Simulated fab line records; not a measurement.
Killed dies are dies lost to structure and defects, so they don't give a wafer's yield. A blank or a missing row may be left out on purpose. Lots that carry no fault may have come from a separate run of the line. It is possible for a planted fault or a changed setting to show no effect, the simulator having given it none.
Which tool was responsible? + flow sky130 + 36 wafers from 12 lots sampled at 2 of the route's 708 steps

## WHAT THE GAUGES SHOWED, per wafer
SKY_METAL4_OVL_MEAS_14.
| lot  | measured     | on         | METAL4_OVL (nm) |
|------|--------------|------------|-----------------|
| L351 | day 43 11:22 | overlay-01 | 15 -4 12        |
| L353 | day 43 22:58 | overlay-01 | -7 9 11         |
| L357 | day 45 06:10 | overlay-02 | 6 17 11         |
| L358 | day 45 17:34 | overlay-01 | -3 -4 -7        |
| L362 | day 46 19:41 | overlay-02 | -6 -10 5        |
| L365 | day 47 06:05 | overlay-02 | 6 -4 0          |
| L364 | day 47 06:44 | overlay-02 | 9 -2 -5         |
| L366 | day 47 09:53 | overlay-02 | -2 -5 5         |
| L367 | day 47 20:01 | overlay-02 | 6 -1 8          |
| L369 | day 48 02:40 | overlay-02 | 5 3 1           |
| L373 | day 49 00:50 | overlay-01 | 8 -6 4          |
| L374 | day 49 04:50 | overlay-01 | 1 5 -1          |

## WHICH TOOL RAN EACH LOT (tool, then ch and the chambers of the sampled wafers, then the start)
| lot  | SKY_METAL4_SPUTTER_04        |
|------|------------------------------|
| L351 | pvd-sputter-02, day 41 09:26 |
| L353 | pvd-sputter-03, day 41 20:46 |
| L357 | pvd-sputter-03, day 43 05:42 |
| L358 | pvd-sputter-04, day 43 17:35 |
| L362 | pvd-sputter-03, day 44 22:57 |
| L365 | pvd-sputter-03, day 45 09:07 |
| L364 | pvd-sputter-04, day 45 10:11 |
| L366 | pvd-sputter-02, day 45 13:28 |
| L367 | pvd-sputter-03, day 45 23:58 |
| L369 | pvd-sputter-03, day 46 07:01 |
| L373 | pvd-sputter-02, day 47 06:01 |
| L374 | pvd-sputter-03, day 47 10:56 |
- SKY_METAL4_SPUTTER_04: material TiN, target thk 70 nm, time 58.3 s.

## WHAT THE TOOLS THEMSELVES READ (means of the sampled wafers that have a number; where no wafer has one, the mark that the record gives instead)
SKY_METAL4_SPUTTER_04.
| lot  | tool           | chamber-pressure-pa (Pa) | throttle-valve-pct (%) |
|------|----------------|--------------------------|------------------------|
| L351 | pvd-sputter-02 | 0.4002                   | 30.6                   |
| L353 | pvd-sputter-03 | 0.4006                   | 30.6                   |
| L357 | pvd-sputter-03 | 0.4002                   | 30.6                   |
| L358 | pvd-sputter-04 | 0.3994                   | 30.8                   |
| L362 | pvd-sputter-03 | 0.4009                   | 29.9                   |
| L365 | pvd-sputter-03 | 0.4004                   | 31.6                   |
| L364 | pvd-sputter-04 | 0.3996                   | 30.8                   |
| L366 | pvd-sputter-02 | 0.3995                   | 30.0                   |
| L367 | pvd-sputter-03 | 0.4006                   | 30.3                   |
| L369 | pvd-sputter-03 | 0.4000                   | 30.6                   |
| L373 | pvd-sputter-02 | 0.4000                   | 30.9                   |
| L374 | pvd-sputter-03 | 0.4003                   | 30.6                   |

## THE ANSWER, worked out from the rows above alone
Rule: the lots themselves supply what counts as usual. Put in order of their means at a reading, lots are off if they are a third of the lots or fewer, leave a main group of 4 or more, and stand apart from it by a gap of 3 or more times the standard deviation of the main group's means; of several such gaps the widest counts. Not used: any main group whose means are identical at the precision the tables above print for the reading. Also off: a lot with no number at a reading for which 4 or more lots have one. The other lots that the step has rows for count as sound. After the gauges, taken in route order, come the tools' own readings; for these a lot's mean is taken, as printed above. At the first step where some lot is off, the reading lying furthest off is the one used; lots without a number count as furthest.
No lot is off on any of the readings shown, so nothing can be concluded from this.

## WHAT WAS PUT IN BY THE SIMULATOR
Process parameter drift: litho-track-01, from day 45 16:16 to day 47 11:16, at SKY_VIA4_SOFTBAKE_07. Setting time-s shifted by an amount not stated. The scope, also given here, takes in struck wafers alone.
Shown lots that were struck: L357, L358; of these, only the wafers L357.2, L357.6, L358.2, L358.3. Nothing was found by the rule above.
